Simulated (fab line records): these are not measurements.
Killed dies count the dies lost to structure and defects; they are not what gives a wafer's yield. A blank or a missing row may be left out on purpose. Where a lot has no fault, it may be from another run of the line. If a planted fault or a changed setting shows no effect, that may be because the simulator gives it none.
Code-filled problem report in 8D (eight disciplines) form    flow gf180mcu    the parts of the form that need people (team, actions taken, sign-off) are left out

== 1. THE ISSUE ==
V2_CVD_02_THK at GF_V2_THK_MEAS_03 reads a mean of 1226 nm on 6 wafers of 2 lots; wafers without a fault read 850 nm with a standard deviation of 12. Relative to the usual mean, that is a shift of +31 standard deviations.
The first sign was on wafer L589.3 at day 22 05:32, on film metro-04. At this step, 36 wafers from 12 lots have a number in the record. Rule for "out", or "out of limits": more than 4 standard deviations from the usual mean. The rest of the wafers with a number are treated as sound.

== 2. WHAT IT IS, AND WHAT IT ISN'T ==
question                     is                      is not
which readings at this step  V2_CVD_02_THK           -
which lots                   L589, L591              L582, L584, L585, L587, L588, L590, L598, L599, L600, L605
which wafers of those lots   all that have a number  -
read on which gauges         film metro-04           film metro-01, film metro-03
when                         from day 22 05:32       up to then (18 sound wafers); but 12 sound wafers of L598, L599, L600, L605 came after

== 3. WHAT RULES OUT EACH SUSPECT ==
Counting: a tool at a process step up to the reading stays a suspect if it ran every lot that is out and no sound lot after the first of them.
- the gauge at GF_V2_THK_MEAS_03 has been ruled out. All the wafers that are out were read on film metro-04, but those of them that GF_V2_CMP_04 has rows for are out there too, on other tools.
- pecvd-02 at GF_V2_CVD_02 (deposits SiO2 from TEOS, target thk 850 nm, time 94.851 s): ruled out as a lasting fault. Sound lots L599 ran on it after its first lot that is out, L589 (day 22 05:26).
Left after counting: nothing in the record.

== 4. THE CAUSE (what the simulator had put in) ==
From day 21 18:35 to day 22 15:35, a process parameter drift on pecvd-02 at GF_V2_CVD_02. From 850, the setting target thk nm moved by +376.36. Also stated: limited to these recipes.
The count ruled it out by mistake, since the rule takes a fault to strike every lot its tool runs from the start of the fault on, and this one did not do so.

== 5. THE EFFECT CHAIN, in route order ==
One row per reading whose mean, taken over the struck wafers that have a number, lies over 3 standard deviations from the usual. Readings are gone through only where the record gives a usual standard deviation; hours: the median, over the lots, of the time from a lot's start at the first step in this table giving one to that lot's start at this step; sigmas: the change measured in usual standard deviations.
hours  step               reading             usual   on struck wafers  change  sigmas
0      GF_V2_THK_MEAS_03  V2_CVD_02_THK       850 nm  1226              +376    +31
0      GF_V2_CMP_04       time to endpoint s  82 s    228               +146    +20
The process steps in it:
- GF_V2_CMP_04: polishes SiO2.
Later measuring or inspecting steps at which every struck wafer that the step has a row for has a number for every such reading, and none has moved that far: GF_V2_OVL_MEAS_15.

== 6. HOW IT WOULD HAVE BEEN CAUGHT EARLIER ==
In this record the first reading out of limits at a measuring or inspecting step was taken at day 22 05:32, 11 hours after the fault began at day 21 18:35.
An alarm limit of 4 standard deviations would not have fired on the tool readings at GF_V2_CVD_02 for which the record gives a usual standard deviation, since none of them was out on any struck wafer.
